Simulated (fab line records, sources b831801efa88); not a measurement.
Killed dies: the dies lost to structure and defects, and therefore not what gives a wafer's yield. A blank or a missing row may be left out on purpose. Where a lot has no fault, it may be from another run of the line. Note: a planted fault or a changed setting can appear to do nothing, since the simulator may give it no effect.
A single fault, viewed from 2 desks | flow gf180mcu | each desk has only its own numbers; what lay behind them comes last

METROLOGY DESK
What the gauges read for every lot (on any tool): the sampled wafers with a number, averaged. Any lot whose mean is over 4 standard deviations away from the usual mean is out of limits and marked OUT; that distance is given in the brackets.
Columns: A = MIM_ALCU_RS at GF_MIM_RS_MEAS_10, usual 0.1601 ohm/sq; B = V5_CVD_02_THK at GF_V5_THK_MEAS_03, usual 1450 nm; C = cd nm at GF_V5_CD_MEAS_14, usual 259.5 nm
lot  | first seen here | A      | B              | C
L988 | day 24 12:16    | 0.1590 | 1465           | 260.7
L989 | day 24 20:37    | 0.1632 | 1447           | 258.8
L990 | day 24 22:37    | 0.1584 | 1459           | 259.9
L991 | day 25 15:02    | 0.1579 | 1464           | 257.2
L992 | day 25 15:23    | 0.1605 | 1432           | 260.2
L102 | day 29 03:01    | 0.1612 | 1005 (-28) OUT | 260.3
L103 | day 29 08:52    | 0.1608 | 1453           | 259.4
L106 | day 30 04:35    | 0.1593 | 1453           | 259.2
L107 | day 30 14:36    | 0.1600 | 1450           | 259.0
L109 | day 30 20:21    | 0.1609 | 1458           | 261.3
L110 | day 31 12:01    | 0.1613 | 1425           | 260.8
L111 | day 31 15:16    | 0.1613 | 1445           | 258.3
This desk reports L102 out of limits; the earliest was L102 at day 30 17:30 (V5_CVD_02_THK at GF_V5_THK_MEAS_03). L988, L989, L990, L991, L992, L103, L106, L107, L109, L110, L111 stayed within limits.

FOR THE TOOL OWNER'S DESK: pecvd-01
The tool's own readings at GF_V5_CVD_02 (deposits SiO2 from TEOS, target thk 1450 nm, time 163.28 s): means of the sampled wafers that have a number, for each lot that ran on this tool. Any lot whose mean is over 4 standard deviations away from the usual mean is out of limits and marked OUT; that distance is given in the brackets.
Columns: A = heater power w at GF_V5_CVD_02, usual 614 W; B = susceptor temp C at GF_V5_CVD_02, usual 399.98 C
lot  | first seen here | A   | B
L988 | day 26 08:07    | 679 | 399.89
L992 | day 27 09:57    | 607 | 399.95
L102 | day 30 17:22    | 584 | 400.06
This desk found nothing out of limits on any of the 3 lots.

PUT TOGETHER
The metrology desk could have raised an alarm at day 30 17:30, on L102.
The desk of the tool owner found nothing out of limits.
On record at the tool owner's desk: L102, within its limits.
All the named lots went through GF_V5_CVD_02 on pecvd-01.

WHAT THE SIMULATOR HAD INSERTED
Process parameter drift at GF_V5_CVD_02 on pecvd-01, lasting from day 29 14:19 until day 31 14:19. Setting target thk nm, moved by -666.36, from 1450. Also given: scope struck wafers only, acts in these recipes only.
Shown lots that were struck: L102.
Hours from the fault's start to each desk's first reading out of limits: the metrology desk, 27.
